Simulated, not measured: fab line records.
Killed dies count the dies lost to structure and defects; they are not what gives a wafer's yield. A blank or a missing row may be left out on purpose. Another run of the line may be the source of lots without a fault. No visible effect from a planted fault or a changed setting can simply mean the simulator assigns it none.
The tool behind it: which one? -- flow sky130 -- 14 lots, 42 wafers sampled, at 2 steps of a route of 708

WHAT EACH GAUGE READ, for each wafer
Not one reading of a measure or inspect step in the record can be checked against a usual standard deviation.

EACH LOT AND THE TOOL THAT RAN IT (in order: tool; ch and the chambers of the sampled wafers; start)
lot,SKY_METAL2_SPUTTER_01,SKY_PAD_OPEN_PROBE_99
L744,"pvd-sputter-04, day 34 00:49","prober-01, day 45 20:16"
L747,"pvd-sputter-03, day 35 07:05","prober-01, day 46 19:10"
L746,"pvd-sputter-03, day 35 12:17","prober-02, day 46 23:28"
L748,"pvd-sputter-03, day 35 21:09","prober-01, day 47 05:55"
L749,"pvd-sputter-04, day 36 00:34","prober-02, day 47 08:55"
L751,"pvd-sputter-03, day 36 06:55","prober-01, day 47 12:46"
L758,"pvd-sputter-01, day 38 23:36","prober-01, day 49 14:04"
L760,"pvd-sputter-03, day 39 03:50","prober-01, day 49 17:28"
L759,"pvd-sputter-04, day 39 08:05","prober-02, day 49 18:52"
L762,"pvd-sputter-03, day 39 23:30","prober-02, day 50 04:31"
L763,"pvd-sputter-03, day 40 00:10","prober-01, day 50 06:46"
L765,"pvd-sputter-03, day 40 12:15","prober-02, day 50 14:31"
L764,"pvd-sputter-01, day 40 14:20","prober-01, day 50 16:01"
L767,"pvd-sputter-04, day 41 06:50","prober-01, day 51 03:21"
- SKY_METAL2_SPUTTER_01: material TiN, target thk 20 nm, time 16.7 s.
- SKY_PAD_OPEN_PROBE_99

AS READ BY THE TOOLS THEMSELVES (means over the sampled wafers that have a number; for cases with no such wafer, the mark the record gives instead)
SKY_METAL2_SPUTTER_01. Usual: cathode-dc-power-W 6499.9 W, standard deviation 1.1; throttle-valve-pct 29.8 %, standard deviation 1.3.
lot,tool,cathode-dc-power-W (W),throttle-valve-pct (%),flag
L744,pvd-sputter-04,6499.8,30.5,
L747,pvd-sputter-03,6499.4,29.4,
L746,pvd-sputter-03,6499.7,29.6,
L748,pvd-sputter-03,7089.8,27.8,OFF
L749,pvd-sputter-04,6499.3,30.2,
L751,pvd-sputter-03,7090.8,29.5,OFF
L758,pvd-sputter-01,6498.9,29.3,
L760,pvd-sputter-03,6500.0,31.0,
L759,pvd-sputter-04,6500.4,30.7,
L762,pvd-sputter-03,6499.1,27.8,
L763,pvd-sputter-03,6499.1,29.4,
L765,pvd-sputter-03,6499.2,29.4,
L764,pvd-sputter-01,6501.1,29.7,
L767,pvd-sputter-04,6499.7,30.7,

SKY_PAD_OPEN_PROBE_99. Usual: defect-limited-yield 82.8 %, standard deviation 1.9; killed_at_M0_to_M3 43, standard deviation 7.3; killed_at_M4_up 3.6, standard deviation 1.9; killed-at-contacts 23, standard deviation 5.3; killed-at-front-end 15, standard deviation 4.5; killed-at-other 0.3, standard deviation 0.72; killed-dies 85, standard deviation 9.4; killed-open 46, standard deviation 6.7; killed-short 38, standard deviation 6.8; sort_bin_3_pad_short 0.8 %, standard deviation 0.36; sort_bin_5_function 10.1 %, standard deviation 1.3; sort_bin_6_memory 6.3 %, standard deviation 1.2; sort-n-pass 407, standard deviation 9.4; sort-yield-pct 82.8 %, standard deviation 1.9.
lot,tool,defect-limited-yield (%),killed_at_M0_to_M3,killed_at_M4_up,killed-at-contacts,killed-at-front-end,killed-at-other,killed-dies,killed-open,killed-short,sort_bin_3_pad_short (%),sort_bin_5_function (%),sort_bin_6_memory (%),sort-n-pass,sort-yield-pct (%),flag
L744,prober-01,83.5,41,3.0,22,13,2.3,81,44,35,0.8,10.5,5.3,411,83.5,
L747,prober-01,82.7,44,3.7,23,13,1.3,85,49,35,0.8,10.1,6.4,407,82.7,
L746,prober-02,79.1,52,5.0,29,16,1.0,103,61,42,0.7,12.7,7.5,389,79.1,
L748,prober-01,82.1,48,3.3,23,14,0.0,88,49,38,0.8,11.1,6.0,404,82.1,
L749,prober-02,80.2,45,5.7,28,18,0.7,97,49,49,0.8,10.9,8.0,395,80.2,
L751,prober-01,82.5,43,4.3,24,14,0.7,86,42,44,0.9,10.6,6.0,406,82.5,
L758,prober-01,83.3,47,2.7,23,10,0.0,82,42,40,0.6,9.3,6.8,410,83.3,
L760,prober-01,84.4,34,3.3,21,18,0.0,77,43,33,0.7,9.5,5.4,415,84.4,
L759,prober-02,82.5,42,4.3,25,14,0.3,86,45,41,0.7,9.4,7.4,406,82.5,
L762,prober-02,82.2,43,4.0,28,13,0.0,88,47,41,0.7,11.2,6.0,404,82.2,
L763,prober-01,83.0,43,3.3,19,18,0.3,83,41,43,1.0,9.7,6.2,409,83.0,
L765,prober-02,84.0,42,4.0,16,16,0.0,79,38,40,1.1,8.5,6.3,413,84.0,
L764,prober-01,84.4,33,2.0,26,16,0.3,77,42,35,0.9,8.3,6.4,415,84.4,
L767,prober-01,82.8,49,3.3,21,10,0.3,84,46,38,0.7,9.9,6.5,408,82.8,

THE ANSWER, worked out from the rows above alone
Rule: take the mean of a lot's wafers that have a number; if it is more than 3 standard deviations from the usual mean, the lot is off. A lot without any number at a reading at which 4 lots or more have one is off too. The other lots that the step has rows for count as sound. Order of review: gauges by route order, followed by the tools' own readings, for which a lot's mean as printed above is used. The first step at which some lot is off is used, and at that step the reading that is off furthest; a lot without a number counts as furthest.
Off at SKY_METAL2_SPUTTER_01 (cathode-dc-power-W): L748, L751.
A tool fits if, at that step or a process step before it, it ran every lot that is off, and no sound lot after the first of them. No candidate that was tried fits.

WHAT THE SIMULATOR HAD PUT IN
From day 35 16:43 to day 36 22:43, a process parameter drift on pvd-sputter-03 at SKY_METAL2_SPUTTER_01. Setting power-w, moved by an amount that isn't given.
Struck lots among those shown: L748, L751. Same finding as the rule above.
